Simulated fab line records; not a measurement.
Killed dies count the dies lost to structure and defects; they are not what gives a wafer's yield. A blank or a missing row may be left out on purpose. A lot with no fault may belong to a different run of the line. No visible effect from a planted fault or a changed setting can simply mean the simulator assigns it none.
What tool caused it? :: flow sky130 :: 13 lots, 39 wafers sampled, at 3 steps of a route of 708

WHAT EACH GAUGE READ, for each wafer
SKY_VIA3_OVL_MEAS_13.
lot: L487
measured: day 40 03:13
on: overlay-02
VIA3_OVL (nm): 1 7 2

lot: L488
measured: day 40 07:38
on: overlay-02
VIA3_OVL (nm): 8 2 3

lot: L489
measured: day 40 09:16
on: overlay-01
VIA3_OVL (nm): 4 1 0

lot: L490
measured: day 40 11:41
on: overlay-02
VIA3_OVL (nm): 2 0 -3

lot: L493
measured: day 41 09:40
on: overlay-01
VIA3_OVL (nm): 6 2 0

lot: L492
measured: day 41 11:44
on: overlay-01
VIA3_OVL (nm): 4 9 5

lot: L495
measured: day 42 00:06
on: overlay-01
VIA3_OVL (nm): -1 1 -1

lot: L497
measured: day 42 18:26
on: overlay-02
VIA3_OVL (nm): 1 -2 -2

lot: L498
measured: day 43 05:38
on: overlay-01
VIA3_OVL (nm): -1 0 -1

lot: L499
measured: day 43 09:42
on: overlay-02
VIA3_OVL (nm): 2 2 6

lot: L500
measured: day 43 15:29
on: overlay-02
VIA3_OVL (nm): 9 6 9

lot: L507
measured: day 45 08:02
on: overlay-02
VIA3_OVL (nm): -12 -9 -8

lot: L509
measured: day 45 15:59
on: overlay-01
VIA3_OVL (nm): 1 -2 -1

EACH LOT AND THE TOOL THAT RAN IT (in order: tool; ch and the chambers of the sampled wafers; start)
lot: L487
SKY_PWDE_STRIP_09: plasmaAsher-04 ch 0,1, day 3 23:07
SKY_METAL3_DESCUM_15: rieMetal-01 ch 0,1, day 39 01:20

lot: L488
SKY_PWDE_STRIP_09: plasmaAsher-03 ch 0,1, day 4 04:15
SKY_METAL3_DESCUM_15: rieMetal-03 ch 0,1, day 39 04:52

lot: L489
SKY_PWDE_STRIP_09: plasmaAsher-01 ch 0,1, day 4 08:49
SKY_METAL3_DESCUM_15: rieMetal-03 ch 0,1, day 39 07:07

lot: L490
SKY_PWDE_STRIP_09: plasmaAsher-01 ch 0,1, day 4 14:48
SKY_METAL3_DESCUM_15: rieMetal-03 ch 0,1, day 39 09:58

lot: L493
SKY_PWDE_STRIP_09: plasmaAsher-01 ch 0,1, day 5 06:52
SKY_METAL3_DESCUM_15: rieMetal-03 ch 0,1, day 40 07:41

lot: L492
SKY_PWDE_STRIP_09: plasmaAsher-03 ch 0,1, day 5 07:08
SKY_METAL3_DESCUM_15: rieMetal-01 ch 0,1, day 40 10:13

lot: L495
SKY_PWDE_STRIP_09: plasmaAsher-01 ch 0,1, day 5 16:50
SKY_METAL3_DESCUM_15: rieMetal-02 ch 0,1, day 40 22:45

lot: L497
SKY_PWDE_STRIP_09: plasmaAsher-04 ch 0,1, day 6 07:59
SKY_METAL3_DESCUM_15: rieMetal-02 ch 0, day 41 17:17

lot: L498
SKY_PWDE_STRIP_09: plasmaAsher-03 ch 0,1, day 6 16:11
SKY_METAL3_DESCUM_15: rieMetal-03 ch 0,1, day 42 05:01

lot: L499
SKY_PWDE_STRIP_09: plasmaAsher-01 ch 0,1, day 6 16:35
SKY_METAL3_DESCUM_15: rieMetal-01 ch 0,1, day 42 09:26

lot: L500
SKY_PWDE_STRIP_09: plasmaAsher-03 ch 0,1, day 6 23:07
SKY_METAL3_DESCUM_15: rieMetal-01 ch 1, day 42 14:40

lot: L507
SKY_PWDE_STRIP_09: plasmaAsher-01 ch 1, day 8 13:30
SKY_METAL3_DESCUM_15: rieMetal-03 ch 0,1, day 44 08:13

lot: L509
SKY_PWDE_STRIP_09: plasmaAsher-04 ch 0, day 8 22:41
SKY_METAL3_DESCUM_15: rieMetal-02 ch 0,1, day 44 16:10
- SKY_PWDE_STRIP_09: strips in O2/N2.
- SKY_METAL3_DESCUM_15: chemistry O2, time 8 s.

WHAT THE TOOLS THEMSELVES READ (means of the sampled wafers that have a number; where no wafer has one, the mark that the record gives instead)
SKY_PWDE_STRIP_09.
lot: L487
tool: plasmaAsher-04
drypumpMotorCurrentA (A): 5.3
n2FlowSccm (sccm): 299.4
oesProductAu (a.u.): 0.723
stripTimeToEndpointS (s): 36.96

lot: L488
tool: plasmaAsher-03
drypumpMotorCurrentA (A): 5.2
n2FlowSccm (sccm): 300.4
oesProductAu (a.u.): 0.722
stripTimeToEndpointS (s): 36.77

lot: L489
tool: plasmaAsher-01
drypumpMotorCurrentA (A): 6.1
n2FlowSccm (sccm): 300.7
oesProductAu (a.u.): 0.722
stripTimeToEndpointS (s): 36.77

lot: L490
tool: plasmaAsher-01
drypumpMotorCurrentA (A): 6.1
n2FlowSccm (sccm): 299.4
oesProductAu (a.u.): 0.721
stripTimeToEndpointS (s): 36.80

lot: L493
tool: plasmaAsher-01
drypumpMotorCurrentA (A): 6.1
n2FlowSccm (sccm): 299.7
oesProductAu (a.u.): 0.722
stripTimeToEndpointS (s): 36.88

lot: L492
tool: plasmaAsher-03
drypumpMotorCurrentA (A): 5.2
n2FlowSccm (sccm): 301.3
oesProductAu (a.u.): 0.720
stripTimeToEndpointS (s): 37.04

lot: L495
tool: plasmaAsher-01
drypumpMotorCurrentA (A): 6.1
n2FlowSccm (sccm): 300.0
oesProductAu (a.u.): 0.724
stripTimeToEndpointS (s): 36.91

lot: L497
tool: plasmaAsher-04
drypumpMotorCurrentA (A): 5.2
n2FlowSccm (sccm): 299.8
oesProductAu (a.u.): 0.721
stripTimeToEndpointS (s): 36.91

lot: L498
tool: plasmaAsher-03
drypumpMotorCurrentA (A): 5.2
n2FlowSccm (sccm): 299.2
oesProductAu (a.u.): 0.723
stripTimeToEndpointS (s): 36.81

lot: L499
tool: plasmaAsher-01
drypumpMotorCurrentA (A): 6.1
n2FlowSccm (sccm): 299.1
oesProductAu (a.u.): 0.726
stripTimeToEndpointS (s): 36.97

lot: L500
tool: plasmaAsher-03
drypumpMotorCurrentA (A): 5.2
n2FlowSccm (sccm): 299.8
oesProductAu (a.u.): 0.719
stripTimeToEndpointS (s): 36.92

lot: L507
tool: plasmaAsher-01
drypumpMotorCurrentA (A): 6.0
n2FlowSccm (sccm): 298.0
oesProductAu (a.u.): 0.717
stripTimeToEndpointS (s): 36.99

lot: L509
tool: plasmaAsher-04
drypumpMotorCurrentA (A): 5.4
n2FlowSccm (sccm): 299.6
oesProductAu (a.u.): 0.719
stripTimeToEndpointS (s): 36.93

SKY_METAL3_DESCUM_15.
lot: L487
tool: rieMetal-01
drypumpMotorCurrentA (A): 5.5
oesProductAu (a.u.): 1.007

lot: L488
tool: rieMetal-03
drypumpMotorCurrentA (A): 6.1
oesProductAu (a.u.): 0.994

lot: L489
tool: rieMetal-03
drypumpMotorCurrentA (A): 6.1
oesProductAu (a.u.): 1.006

lot: L490
tool: rieMetal-03
drypumpMotorCurrentA (A): 5.5
oesProductAu (a.u.): 1.001

lot: L493
tool: rieMetal-03
drypumpMotorCurrentA (A): 6.1
oesProductAu (a.u.): 1.001

lot: L492
tool: rieMetal-01
drypumpMotorCurrentA (A): 5.3
oesProductAu (a.u.): 1.008

lot: L495
tool: rieMetal-02
drypumpMotorCurrentA (A): 5.2
oesProductAu (a.u.): 0.993

lot: L497
tool: rieMetal-02
drypumpMotorCurrentA (A): 5.1
oesProductAu (a.u.): 1.002

lot: L498
tool: rieMetal-03
drypumpMotorCurrentA (A): 6.1
oesProductAu (a.u.): 0.992

lot: L499
tool: rieMetal-01
drypumpMotorCurrentA (A): 5.3
oesProductAu (a.u.): 1.011

lot: L500
tool: rieMetal-01
drypumpMotorCurrentA (A): 5.1
oesProductAu (a.u.): 1.019

lot: L507
tool: rieMetal-03
drypumpMotorCurrentA (A): 5.6
oesProductAu (a.u.): 0.994

lot: L509
tool: rieMetal-02
drypumpMotorCurrentA (A): 5.1
oesProductAu (a.u.): 1.001

THE ANSWER, worked out from the rows above alone
Rule: usual is defined by the lots themselves. Put in order of their means at a reading, lots are off if they are a third of the lots or fewer, leave a main group of 4 or more, and stand apart from it by a gap of 3 or more times the standard deviation of the main group's means; of several such gaps the widest counts. A main group is skipped when, at the precision printed for the reading in the tables above, its means are all equal. A lot without any number at a reading at which 4 lots or more have one is off too. All remaining lots with rows at the step are treated as sound. First the gauges in route order, then the tools' own readings, where a lot's mean is used as printed above. The first step at which some lot is off is used, and at that step the reading that is off furthest; a lot without a number counts as furthest.
Off: L507, at SKY_VIA3_OVL_MEAS_13 (VIA3_OVL). For the main group the mean is 2 nm and the standard deviation 2.8.
If a tool, at a process step before that reading, ran all the lots that are off and no sound lot after the first of them, it fits. The gauges at SKY_VIA3_OVL_MEAS_13 are tried like those tools. Can't be told from this: 3 tools fit, plasmaAsher-01 at SKY_PWDE_STRIP_09, rieMetal-03 at SKY_METAL3_DESCUM_15, overlay-02 at SKY_VIA3_OVL_MEAS_13.

WHAT THE SIMULATOR PUT IN
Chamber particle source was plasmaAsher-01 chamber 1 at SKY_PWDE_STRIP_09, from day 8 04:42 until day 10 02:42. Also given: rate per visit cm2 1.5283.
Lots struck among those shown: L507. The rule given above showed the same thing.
